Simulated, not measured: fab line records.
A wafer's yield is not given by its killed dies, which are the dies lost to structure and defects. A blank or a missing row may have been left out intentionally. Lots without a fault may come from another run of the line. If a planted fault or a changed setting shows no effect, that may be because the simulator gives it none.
2 desks, one fault ; flow sky130 ; numbers are kept per desk, each desk with only its own; the story behind them comes last

== FOR THE TOOL OWNER'S DESK: implanter-02 ==
The tool's own readings at SKY_VT_ADJUST_NCORE_IMPLANT_09: means of the sampled wafers that have a number, for each lot that ran on this tool. If a lot's mean is further than 4 standard deviations from the usual mean, the lot is out of limits and carries the mark OUT (the distance appears in the brackets).
Columns: A = beam on s at SKY_VT_ADJUST_NCORE_IMPLANT_09, usual 10.02 s; B = end station pressure torr at SKY_VT_ADJUST_NCORE_IMPLANT_09, usual 4.99e-06 Torr; C = faraday current uA at SKY_VT_ADJUST_NCORE_IMPLANT_09, usual 13.52
lot;first seen here;A;B;C
L947;day 10 11:44;10.02;4.96e-06;13.54
L952;day 12 00:39;10.17;5.07e-06;13.33
L954;day 12 19:19;11.44 (+7.1) OUT;7.40e-05 (+99 or more) OUT;11.59 (-7.2) OUT
L957;day 13 12:53;11.35 (+6.7) OUT;7.94e-05 (+99 or more) OUT;11.70 (-6.7) OUT
This desk's finding: out of limits on L954, L957; first on L954, day 12 19:19 (beam on s at SKY_VT_ADJUST_NCORE_IMPLANT_09). L947, L952: within limits.

== THE METROLOGY DESK ==
What the gauges read for every lot (on any tool): the sampled wafers with a number, averaged. If a lot's mean is further than 4 standard deviations from the usual mean, the lot is out of limits and carries the mark OUT (the distance appears in the brackets).
Columns: A = NWELL_01_OVL at SKY_NWELL_OVL_MEAS_23, usual -0.2 nm; B = VT_ADJUST_HVTP_OVL at SKY_VT_ADJUST_HVTP_OVL_MEAS_08, usual -0.5 nm; C = VT_ADJUST_LVTN_OVL at SKY_VT_ADJUST_LVTN_OVL_MEAS_07, usual 0.1 nm; D = VT_ADJUST_NCORE_TW at SKY_VT_ADJUST_NCORE_TW_MEAS_11, usual 219
lot;first seen here;A;B;C;D
L942;day 5 20:56;2.5;-1.3;0.8;215
L943;day 6 00:13;-1.4;-0.8;-0.4;220
L946;day 6 16:26;-2.5;-0.4;0.4;221
L947;day 6 19:50;-1.4;1.3;1.1;222
L948;day 7 00:31;-1.3;-0.2;-0.6;221
L952;day 8 03:32;-0.9;1.1;-0.0;218
L954;day 8 19:36;0.2;-0.8;1.2;231
L957;day 9 12:05;0.9;-2.2;2.0;223
L960;day 10 02:55;-1.2;-4.4;-0.2;215
L961;day 10 10:47;0.6;0.4;1.1;222
L962;day 10 13:28;0.5;0.4;1.6;220
L964;day 11 00:44;-0.9;-0.2;0.4;221
L965;day 11 09:37;-0.0;-1.6;-0.5;215
This desk's verdict: no lot among the 13 shows anything out of limits.

== PUT TOGETHER ==
The tool owner's desk could have raised an alarm at day 12 19:19, on L954, L957.
Metrology desk: nothing out of limits seen.
The metrology desk holds a record of L954, L957, inside its limits.
All the named lots went through SKY_VT_ADJUST_NCORE_IMPLANT_09 on implanter-02.

== WHAT THE SIMULATOR PUT IN ==
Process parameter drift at SKY_VT_ADJUST_NCORE_IMPLANT_09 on implanter-02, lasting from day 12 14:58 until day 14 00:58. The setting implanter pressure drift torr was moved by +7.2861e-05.
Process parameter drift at SKY_VT_ADJUST_NCORE_IMPLANT_09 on implanter-02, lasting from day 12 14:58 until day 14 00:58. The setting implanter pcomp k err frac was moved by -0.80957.
Shown lots that were struck: L954, L957.
How many hours passed from the start of the fault until each desk's first out-of-limits reading: the tool owner's desk, 4.
